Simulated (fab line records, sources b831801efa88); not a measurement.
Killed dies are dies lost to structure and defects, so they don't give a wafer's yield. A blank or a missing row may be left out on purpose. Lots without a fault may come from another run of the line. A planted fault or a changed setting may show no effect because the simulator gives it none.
Which tool did it? | flow sky130 | 13 lots, 39 wafers sampled, at 6 steps of a route of 708

WHAT THE GAUGES READ, wafer by wafer
SKY_LDD_P_CD_MEAS_07: target cd 380 nm. Usual: cd_nm 380.4 nm, standard deviation 2.1.
lot  | measured     | on        | cd_nm (nm)        | flag
L827 | day 19 00:23 | cd_sem-02 | 378.0 380.6 377.6 |
L828 | day 20 00:02 | cd_sem-02 | 380.3 378.4 381.1 |
L831 | day 20 09:58 | cd_sem-01 | 379.2 379.6 380.4 |
L832 | day 21 06:22 | cd_sem-02 | 379.9 379.3 382.3 |
L834 | day 22 01:58 | cd_sem-01 | 383.6 380.0 380.6 |
L837 | day 22 22:42 | cd_sem-01 | 378.9 379.6 381.4 |
L843 | day 24 22:53 | cd_sem-02 | 379.6 380.7 381.3 |
L844 | day 25 20:31 | cd_sem-01 | 378.5 379.0 377.3 |
L846 | day 26 03:55 | cd_sem-01 | 378.6 379.9 379.1 |
L845 | day 26 07:10 | cd_sem-01 | 377.9 377.2 378.7 |
L847 | day 26 09:56 | cd_sem-02 | 381.1 381.8 382.1 |
L848 | day 26 11:43 | cd_sem-01 | 380.2 378.4 380.3 |
L850 | day 27 03:31 | cd_sem-01 | 378.6 379.1 377.3 |

SKY_LDD_P_OVL_MEAS_08. Usual: LDD_P_OVL -0.5 nm, standard deviation 1.5.
lot  | measured     | on         | LDD_P_OVL (nm) | flag
L827 | day 19 00:28 | overlay-01 | -1.2 -1.8 -2.5 |
L828 | day 20 00:09 | overlay-02 | -1.2 -3.7 0.3  |
L831 | day 20 10:05 | overlay-01 | -1.9 -1.9 -2.7 |
L832 | day 21 06:29 | overlay-01 | -0.7 -1.6 -2.1 |
L834 | day 22 02:02 | overlay-02 | 0.3 0.3 0.9    |
L837 | day 22 22:49 | overlay-01 | -1.3 -1.7 0.0  |
L843 | day 24 22:59 | overlay-02 | 1.8 0.4 0.6    |
L844 | day 25 20:38 | overlay-01 | 0.7 1.8 2.2    |
L846 | day 26 04:02 | overlay-01 | -3.1 -1.9 -2.6 |
L845 | day 26 07:15 | overlay-01 | 2.3 -1.4 0.0   |
L847 | day 26 10:02 | overlay-02 | -1.3 -1.8 -0.8 |
L848 | day 26 11:48 | overlay-01 | -1.8 -0.7 0.0  |
L850 | day 27 03:38 | overlay-01 | 0.2 0.6 1.7    |

SKY_LDD_P_TW_MEAS_11. Usual: LDD_P_TW 633, standard deviation 4.4.
lot  | measured     | on            | LDD_P_TW    | flag
L827 | day 19 00:46 | film_metro-04 | 636 637 640 |
L828 | day 20 00:27 | film_metro-04 | 633 636 638 |
L831 | day 20 10:22 | film_metro-03 | 636 639 636 |
L832 | day 21 06:46 | film_metro-04 | 629 631 630 |
L834 | day 22 02:20 | film_metro-04 | 637 636 633 |
L837 | day 22 23:07 | film_metro-04 | 30 30 30    | OFF
L843 | day 24 23:17 | film_metro-02 | 625 625 628 |
L844 | day 25 20:55 | film_metro-02 | 631 631 631 |
L846 | day 26 04:19 | film_metro-02 | 626 629 627 |
L845 | day 26 07:32 | film_metro-02 | 631 633 631 |
L847 | day 26 10:20 | film_metro-02 | 631 630 630 |
L848 | day 26 12:06 | film_metro-02 | 631 631 630 |
L850 | day 27 03:55 | film_metro-02 | 629 630 630 |

WHICH TOOL RAN EACH LOT (tool, then ch and the chambers of the sampled wafers, then the start)
lot  | SKY_POLY_GATE_ETCH_17            | SKY_LDD_N_STRIP_16                   | SKY_LDD_P_STRIP_10
L827 | rie_si-02 ch 2,3, day 16 09:37   | plasma_asher-01 ch 0,1, day 17 18:08 | plasma_asher-01 ch 0,1, day 19 00:40
L828 | rie_si-02 ch 1,2, day 17 07:13   | plasma_asher-01 ch 0,1, day 18 16:17 | plasma_asher-01 ch 0,1, day 20 00:20
L831 | rie_si-02 ch 1,2,3, day 17 16:57 | plasma_asher-03 ch 0,1, day 19 03:07 | plasma_asher-03 ch 0,1, day 20 10:16
L832 | rie_si-02 ch 0,1,2, day 18 09:37 | plasma_asher-01 ch 0,1, day 19 23:13 | plasma_asher-01 ch 0,1, day 21 06:40
L834 | rie_si-01 ch 0,1,2, day 19 08:23 | plasma_asher-04 ch 0,1, day 20 19:21 | plasma_asher-01 ch 0,1, day 22 02:14
L837 | rie_si-01 ch 1,2,3, day 20 05:51 | plasma_asher-04 ch 0,1, day 21 16:31 | plasma_asher-02 ch 0,1, day 22 23:01
L843 | rie_si-01 ch 0,1,3, day 22 04:46 | plasma_asher-04 ch 0,1, day 23 16:45 | plasma_asher-01 ch 0,1, day 24 23:10
L844 | rie_si-02 ch 0,1,2, day 23 04:46 | plasma_asher-04 ch 0,1, day 24 14:47 | plasma_asher-01 ch 0,1, day 25 20:49
L846 | rie_si-01 ch 2,3, day 23 14:16   | plasma_asher-03 ch 1, day 24 23:01   | plasma_asher-01 ch 0,1, day 26 04:13
L845 | rie_si-02 ch 0,1,2, day 23 18:10 | plasma_asher-01 ch 0,1, day 25 02:38 | plasma_asher-02 ch 0,1, day 26 07:28
L847 | rie_si-01 ch 0,1,3, day 23 20:22 | plasma_asher-04 ch 0,1, day 25 05:02 | plasma_asher-03 ch 0,1, day 26 10:13
L848 | rie_si-02 ch 2,3, day 23 21:43   | plasma_asher-04 ch 0,1, day 25 06:30 | plasma_asher-01 ch 0,1, day 26 12:00
L850 | rie_si-02 ch 0,1,3, day 24 14:37 | plasma_asher-01 ch 0,1, day 25 22:42 | plasma_asher-02 ch 0,1, day 27 03:49
- SKY_POLY_GATE_ETCH_17: etches poly-Si in HBr/Cl2, stops on SiO2, target depth 180 nm, time 70.5 s.
- SKY_LDD_N_STRIP_16: strips in O2/N2.
- SKY_LDD_P_STRIP_10: strips in O2/N2.

WHAT THE TOOLS THEMSELVES READ (means of the sampled wafers that have a number; where no wafer has one, the mark that the record gives instead)
SKY_POLY_GATE_ETCH_17. Usual: bias_w 99.93 W, standard deviation 0.29; drypump_motor_current_A 5.8 A, standard deviation 0.51; mfc_cl2_sccm 50.00 sccm, standard deviation 0.15; oes_product_au 0.984 a.u., standard deviation 0.0066; throttle_valve_pct 33.686 %, standard deviation 0.0087.
lot  | tool      | bias_w (W) | drypump_motor_current_A (A) | mfc_cl2_sccm (sccm) | oes_product_au (a.u.) | throttle_valve_pct (%) | flag
L827 | rie_si-02 | 99.66      | 6.2                         | 50.20               | 0.991                 | 33.687                 |
L828 | rie_si-02 | 99.94      | 5.9                         | 49.87               | 0.985                 | 33.684                 |
L831 | rie_si-02 | 99.71      | 6.1                         | 49.99               | 0.987                 | 33.682                 |
L832 | rie_si-02 | 99.87      | 6.0                         | 49.94               | 0.976                 | 33.680                 |
L834 | rie_si-01 | 100.07     | 5.5                         | 49.96               | 0.984                 | 33.687                 |
L837 | rie_si-01 | 99.88      | 5.5                         | 49.99               | 0.982                 | 33.687                 |
L843 | rie_si-01 | 100.07     | 5.2                         | 50.04               | 0.990                 | 33.692                 |
L844 | rie_si-02 | 99.69      | 6.0                         | 49.97               | 0.987                 | 33.684                 |
L846 | rie_si-01 | 100.06     | 5.5                         | 50.00               | 0.977                 | 33.693                 |
L845 | rie_si-02 | 100.08     | 6.0                         | 50.09               | 0.981                 | 33.686                 |
L847 | rie_si-01 | 99.88      | 5.2                         | 49.96               | 0.990                 | 33.678                 |
L848 | rie_si-02 | 99.77      | 6.2                         | 49.94               | 0.986                 | 33.693                 |
L850 | rie_si-02 | 100.32     | 6.3                         | 50.08               | 0.982                 | 33.688                 |

SKY_LDD_N_STRIP_16. Usual: chamber_pressure_mTorr 1500.1 mTorr, standard deviation 1.4; drypump_motor_current_A 5.57 A, standard deviation 0.17; oes_product_au 0.406 a.u., standard deviation 0.0043; strip_time_to_endpoint_s 4.309 s, standard deviation 0.017.
lot  | tool            | chamber_pressure_mTorr (mTorr) | drypump_motor_current_A (A) | oes_product_au (a.u.) | strip_time_to_endpoint_s (s) | flag
L827 | plasma_asher-01 | 1500.5                         | 5.55                        | 0.402                 | 4.311                        |
L828 | plasma_asher-01 | 1500.9                         | 5.55                        | 0.405                 | 4.329                        |
L831 | plasma_asher-03 | 1499.7                         | 5.58                        | 0.403                 | 4.311                        |
L832 | plasma_asher-01 | 1499.8                         | 5.52                        | 0.412                 | 4.305                        |
L834 | plasma_asher-04 | 1499.2                         | 5.68                        | 0.407                 | 4.308                        |
L837 | plasma_asher-04 | 1504.7                         | 5.53                        | 0.639                 | -                            | OFF
L843 | plasma_asher-04 | 1501.6                         | 5.51                        | 0.405                 | 4.279                        |
L844 | plasma_asher-04 | 1499.0                         | 5.50                        | 0.405                 | 4.314                        |
L846 | plasma_asher-03 | 1499.8                         | 5.57                        | 0.401                 | 4.323                        |
L845 | plasma_asher-01 | 1498.6                         | 5.55                        | 0.410                 | 4.317                        |
L847 | plasma_asher-04 | 1501.5                         | 5.52                        | 0.406                 | 4.301                        |
L848 | plasma_asher-04 | 1500.1                         | 5.64                        | 0.408                 | 4.308                        |
L850 | plasma_asher-01 | 1500.8                         | 5.56                        | 0.405                 | 4.295                        |

SKY_LDD_P_STRIP_10. Usual: chamber_pressure_mTorr 1500.0 mTorr, standard deviation 1.4; drypump_motor_current_A 5.49 A, standard deviation 0.29; oes_product_au 0.715 a.u., standard deviation 0.0045; strip_time_to_endpoint_s 14.18 s, standard deviation 0.037.
lot  | tool            | chamber_pressure_mTorr (mTorr) | drypump_motor_current_A (A) | oes_product_au (a.u.) | strip_time_to_endpoint_s (s) | flag
L827 | plasma_asher-01 | 1501.2                         | 5.54                        | 0.715                 | 14.18                        |
L828 | plasma_asher-01 | 1498.7                         | 5.60                        | 0.713                 | 14.19                        |
L831 | plasma_asher-03 | 1500.3                         | 5.58                        | 0.719                 | 14.16                        |
L832 | plasma_asher-01 | 1499.4                         | 5.54                        | 0.711                 | 14.14                        |
L834 | plasma_asher-01 | 1500.3                         | 5.54                        | 0.717                 | 14.18                        |
L837 | plasma_asher-02 | 1501.4                         | 5.11                        | 0.718                 | 17.84                        | OFF
L843 | plasma_asher-01 | 1499.4                         | 5.54                        | 0.714                 | 14.17                        |
L844 | plasma_asher-01 | 1499.3                         | 5.55                        | 0.713                 | 14.26                        |
L846 | plasma_asher-01 | 1500.0                         | 5.52                        | 0.714                 | 14.18                        |
L845 | plasma_asher-02 | 1498.9                         | 5.13                        | 0.718                 | 14.17                        |
L847 | plasma_asher-03 | 1500.7                         | 5.55                        | 0.713                 | 14.18                        |
L848 | plasma_asher-01 | 1500.6                         | 5.53                        | 0.716                 | 14.17                        |
L850 | plasma_asher-02 | 1500.3                         | 5.11                        | 0.715                 | 14.22                        |

THE ANSWER, worked out from the rows above alone
Rule: a lot is off if the mean of its wafers that have a number lies more than 3 standard deviations from the usual mean. A lot without any number at a reading at which 4 lots or more have one is off too. The other lots that the step has rows for count as sound. The gauges are gone through in route order, then the tools' own readings, and for those a lot's mean is taken as printed above. The first step at which some lot is off is used, and at that step the reading that is off furthest; a lot without a number counts as furthest.
Off: L837, at SKY_LDD_P_TW_MEAS_11 (LDD_P_TW).
A tool fits if, at a process step before that reading, it ran every lot that is off, and no sound lot after the first of them. The gauges at SKY_LDD_P_TW_MEAS_11 aren't tried: what is off there is off at SKY_LDD_N_STRIP_16 too, on other tools, and a gauge's error can't cause that. None of those tried fits.

WHAT THE SIMULATOR HAD PUT IN
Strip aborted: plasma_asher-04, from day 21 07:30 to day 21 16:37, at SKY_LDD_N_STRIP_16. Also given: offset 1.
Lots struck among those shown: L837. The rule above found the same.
